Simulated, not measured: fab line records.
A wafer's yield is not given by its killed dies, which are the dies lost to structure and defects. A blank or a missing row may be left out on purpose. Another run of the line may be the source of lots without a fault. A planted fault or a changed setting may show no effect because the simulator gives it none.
2 desks, one fault -- flow gf180mcu -- each desk has only its own numbers; what lay behind them comes last

## DESK OF THE TOOL OWNER: implanter-03
For each lot that ran on this tool, the mean over its sampled wafers that have a number, from the tool's own readings at GF_VT_IMPLANT_IMPLANT_41. The brackets show how far a lot's mean lies from the usual mean; more than 4 standard deviations puts the lot out of limits, marked OUT.
Columns: A = beam-on-s at GF_VT_IMPLANT_IMPLANT_41, usual 10.00 s; B = dose-ions-cm2 at GF_VT_IMPLANT_IMPLANT_41, usual 1.0129e+12; C = faraday-current-uA at GF_VT_IMPLANT_IMPLANT_41, usual 5.72
lot,first seen here,A,B,C
L496,day 8 07:28,9.94,1.0129e+12,5.75
L497,day 8 14:46,9.80,1.0134e+12,5.83
L510,day 12 07:37,10.25,5.0252e+12 (+99 or more) OUT,27.61 (+99 or more) OUT
L512,day 12 21:19,9.94,5.0274e+12 (+99 or more) OUT,28.46 (+99 or more) OUT
Finding of this desk: L510, L512 out of limits; the first was L510 at day 12 07:37, on dose-ions-cm2 at GF_VT_IMPLANT_IMPLANT_41. L496, L497 stayed within limits.

## THE METROLOGY DESK
Means of the sampled wafers that have a number, per lot and without regard to the tool the lot ran on: this is what the gauges read. The brackets show how far a lot's mean lies from the usual mean; more than 4 standard deviations puts the lot out of limits, marked OUT.
Columns: A = LVPWELL_OVL at GF_LVPWELL_OVL_MEAS_07, usual 0.1 nm; B = VT_IMPLANT_4_TW at GF_VT_IMPLANT_TW_MEAS_43, usual 687; C = cd-nm at GF_POLY_GATE_CD_MEAS_10, usual 280.3 nm; D = cd-nm at GF_HV_LDD_CD_MEAS_31, usual 399.9 nm
lot,first seen here,A,B,C,D
L493,day 3 20:18,0.4,691,279.9,401.6
L495,day 4 07:56,0.3,694,280.7,398.6
L496,day 4 11:44,0.1,688,281.4,398.5
L497,day 4 18:32,0.8,680,278.9,400.0
L498,day 5 00:14,-0.6,680,282.1,401.2
L499,day 5 05:20,0.1,688,279.5,399.0
L501,day 5 16:36,-0.2,693,280.3,398.7
L502,day 6 00:47,0.0,683,281.3,398.6
L510,day 7 21:38,0.3,1139 (+89) OUT,280.4,400.5
L512,day 8 08:23,-0.7,1131 (+87) OUT,280.1,398.5
L513,day 8 15:41,0.3,687,280.2,400.4
L514,day 8 19:52,-1.2,701,280.4,398.3
L515,day 9 01:29,1.1,686,278.3,402.5
L516,day 9 05:44,-0.0,684,281.4,397.1
This desk's finding: out of limits on L510, L512; first on L510, day 12 07:52 (VT_IMPLANT_4_TW at GF_VT_IMPLANT_TW_MEAS_43). L493, L495, L496, L497, L498, L499, L501, L502, L513, L514, L515, L516 stayed within limits.

## TAKEN TOGETHER
On L510, L512, at day 12 07:37, an alarm was possible from the tool owner's desk.
On L510, L512, the metrology desk was in a position to raise an alarm at day 12 07:52.
Of the lots named, all ran GF_VT_IMPLANT_IMPLANT_41 on implanter-03.

## WHAT HAD BEEN PUT IN BY THE SIMULATOR
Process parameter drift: implanter-03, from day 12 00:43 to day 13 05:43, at GF_VT_IMPLANT_IMPLANT_41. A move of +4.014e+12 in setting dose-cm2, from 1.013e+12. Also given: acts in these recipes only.
Lots struck among those shown: L510, L512.
Time in hours from fault onset to the first out-of-limits reading at each desk: tool owner's desk 7, metrology desk 7.
